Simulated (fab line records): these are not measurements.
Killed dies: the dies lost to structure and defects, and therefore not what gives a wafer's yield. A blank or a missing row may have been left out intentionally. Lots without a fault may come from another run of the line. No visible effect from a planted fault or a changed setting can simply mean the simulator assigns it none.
Which tool is to blame? -- flow sky130 -- 42 wafers from 14 lots sampled at 5 of the route's 708 steps

WHAT EACH GAUGE READ, for each wafer
SKY_NWELL_OVL_MEAS_23.
lot,measured,on,NWELL_01_OVL (nm)
L642,day 5 06:23,overlay-01,2.4 0.9 0.0
L643,day 5 18:32,overlay-01,1.6 1.6 -0.8
L644,day 5 20:53,overlay-01,-0.6 0.3 0.7
L645,day 6 00:04,overlay-01,0.6 -0.1 1.2
L646,day 6 08:14,overlay-01,-0.8 -1.2 0.1
L647,day 6 17:35,overlay-01,0.7 -0.4 0.8
L648,day 6 22:28,overlay-01,-0.3 0.9 -0.1
L649,day 7 06:31,overlay-01,-0.6 3.0 0.3
L650,day 7 10:26,overlay-01,-0.3 -0.1 0.2
L652,day 7 22:44,overlay-01,- - -
L656,day 8 22:26,overlay-02,- - -
L660,day 9 18:41,overlay-01,1.7 0.7 2.8
L664,day 10 18:56,overlay-01,0.7 -1.6 -1.1
L665,day 11 05:01,overlay-01,0.5 -1.6 -0.5

SKY_NWELL_TW_MEAS_26.
lot,measured,on,NWELL_2_TW
L642,day 5 06:40,filmMetro-02,508.0 507.7 505.4
L643,day 5 18:49,filmMetro-02,506.5 508.4 508.5
L644,day 5 21:11,filmMetro-03,504.2 505.8 504.7
L645,day 6 00:20,filmMetro-02,509.1 508.3 508.6
L646,day 6 08:31,filmMetro-03,500.1 501.3 503.6
L647,day 6 17:52,filmMetro-02,506.7 508.1 507.7
L648,day 6 22:46,filmMetro-03,504.2 502.4 503.8
L649,day 7 06:48,filmMetro-01,503.9 505.3 505.6
L650,day 7 10:43,filmMetro-03,506.9 506.1 510.9
L652,day 7 23:01,filmMetro-03,30.6 30.7 30.6
L656,day 8 22:43,filmMetro-01,30.4 30.5 30.7
L660,day 9 18:58,filmMetro-03,505.1 504.3 506.9
L664,day 10 19:13,filmMetro-03,509.1 508.5 502.8
L665,day 11 05:18,filmMetro-02,506.4 505.3 508.2

SKY_VT_ADJUST_HVTP_TW_MEAS_11.
lot,measured,on,VT_ADJUST_HVTP_TW
L642,day 6 00:26,filmMetro-03,1377 1374 1377
L643,day 6 13:52,filmMetro-02,1389 1386 1382
L644,day 6 15:55,filmMetro-04,1377 1381 1377
L645,day 6 20:43,filmMetro-03,1370 1366 1374
L646,day 7 05:04,filmMetro-02,1388 1380 1376
L647,day 7 13:53,filmMetro-03,1373 1385 1388
L648,day 7 19:38,filmMetro-04,1363 1364 1372
L649,day 8 03:02,filmMetro-02,1406 1395 1396
L650,day 8 06:52,filmMetro-02,1385 1391 1388
L652,day 8 20:34,filmMetro-02,1396 1395 1392
L656,day 9 19:49,filmMetro-04,1379 1385 1378
L660,day 10 16:58,filmMetro-04,1376 1370 1383
L664,day 11 21:19,filmMetro-02,1380 1377 1375
L665,day 12 07:20,filmMetro-03,1371 1380 1371

TOOL THAT RAN EACH LOT (tool first, then ch and the chambers of the sampled wafers, then the start)
lot,SKY_FIELD_ISO_ETCH_14,SKY_NWELL_DEVELOP_22
L642,"rieDiel-01 ch 0,1, day 2 08:18","lithoTrack-04 ch 0, day 5 06:00"
L643,"rieDiel-01 ch 1,2,3, day 2 16:59","lithoTrack-03 ch 0, day 5 18:00"
L644,"rieDiel-04 ch 2,3, day 2 17:29","lithoTrack-04 ch 0, day 5 20:00"
L645,"rieDiel-04 ch 0,3, day 2 21:32","lithoTrack-02 ch 0, day 5 23:00"
L646,"rieDiel-03 ch 1,2, day 3 05:54","lithoTrack-04 ch 0, day 6 08:00"
L647,"rieDiel-03 ch 1,2,3, day 3 11:20","lithoTrack-04 ch 0, day 6 17:00"
L648,"rieDiel-01 ch 2,3, day 3 15:00","lithoTrack-02 ch 0, day 6 22:00"
L649,"rieDiel-04 ch 2,3, day 3 23:08","lithoTrack-02 ch 0, day 7 06:00"
L650,"rieDiel-01 ch 0,1, day 4 01:50","lithoTrack-03 ch 0, day 7 10:00"
L652,"rieDiel-03 ch 1,2, day 4 09:05","lithoTrack-04 ch 0, day 7 22:00"
L656,"rieDiel-01 ch 1,2,3, day 5 08:17","lithoTrack-04 ch 0, day 8 22:00"
L660,"rieDiel-04 ch 2,3, day 6 01:45","lithoTrack-03 ch 0, day 9 18:00"
L664,"rieDiel-03 ch 1,2, day 7 02:12","lithoTrack-03 ch 0, day 10 18:00"
L665,"rieDiel-01 ch 0,1,2, day 7 06:17","lithoTrack-02 ch 0, day 11 04:00"
- SKY_FIELD_ISO_ETCH_14: etches BARC in N2/H2, stops on SiO2, time 45.9 s, target depth 60 nm.
- SKY_NWELL_DEVELOP_22: develop time 60 s.

AS READ BY THE TOOLS THEMSELVES (means over the sampled wafers that have a number; for cases with no such wafer, the mark the record gives instead)
SKY_FIELD_ISO_ETCH_14.
lot,tool,drypumpMotorCurrentA (A),oesProductAu (a.u.),throttleValvePct (%)
L642,rieDiel-01,5.7,0.853,13.233
L643,rieDiel-01,5.5,0.853,13.231
L644,rieDiel-04,5.9,0.854,13.228
L645,rieDiel-04,5.8,0.851,13.234
L646,rieDiel-03,5.9,0.861,13.230
L647,rieDiel-03,5.9,0.860,13.229
L648,rieDiel-01,5.6,0.861,13.224
L649,rieDiel-04,6.0,0.852,13.222
L650,rieDiel-01,5.7,0.850,13.220
L652,rieDiel-03,5.9,0.853,13.222
L656,rieDiel-01,5.5,0.858,13.222
L660,rieDiel-04,6.0,0.859,13.230
L664,rieDiel-03,5.9,0.859,13.223
L665,rieDiel-01,5.7,0.854,13.224

THE ANSWER, worked out from the rows above alone
Rule: usual is defined by the lots themselves. Put in order of their means at a reading, lots are off if they are a third of the lots or fewer, leave a main group of 4 or more, and stand apart from it by a gap of 3 or more times the standard deviation of the main group's means; of several such gaps the widest counts. A main group whose means are all the same, to the digits that the tables above print for the reading, isn't used. A lot without any number at a reading at which 4 lots or more have one is off too. The other lots that the step has rows for count as sound. First the gauges in route order, then the tools' own readings, where a lot's mean is used as printed above. The first step at which some lot is off is used, and at that step the reading that is off furthest; a lot without a number counts as furthest.
Off: at SKY_NWELL_OVL_MEAS_23 (NWELL_01_OVL), L652, L656. Without a number there: L652, L656. Mean 0.3 nm and standard deviation 0.71 in the main group.
If a tool, at a process step before that reading, ran all the lots that are off and no sound lot after the first of them, it fits. Not tried: the gauges at SKY_NWELL_OVL_MEAS_23; whatever is off there is also off at SKY_NWELL_TW_MEAS_26, on other tools, and gauge error can't account for it. One candidate fits, namely lithoTrack-04 at SKY_NWELL_DEVELOP_22. A fault onset in the window from L647 (day 6 17:00, its last sound lot) to L652 (day 7 22:00, its first lot off) fits.

WHAT WAS PUT IN BY THE SIMULATOR
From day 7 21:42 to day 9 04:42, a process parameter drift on lithoTrack-04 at SKY_NWELL_DEVELOP_22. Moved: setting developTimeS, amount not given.
Struck lots among those shown: L652, L656. The same result came from the rule above.
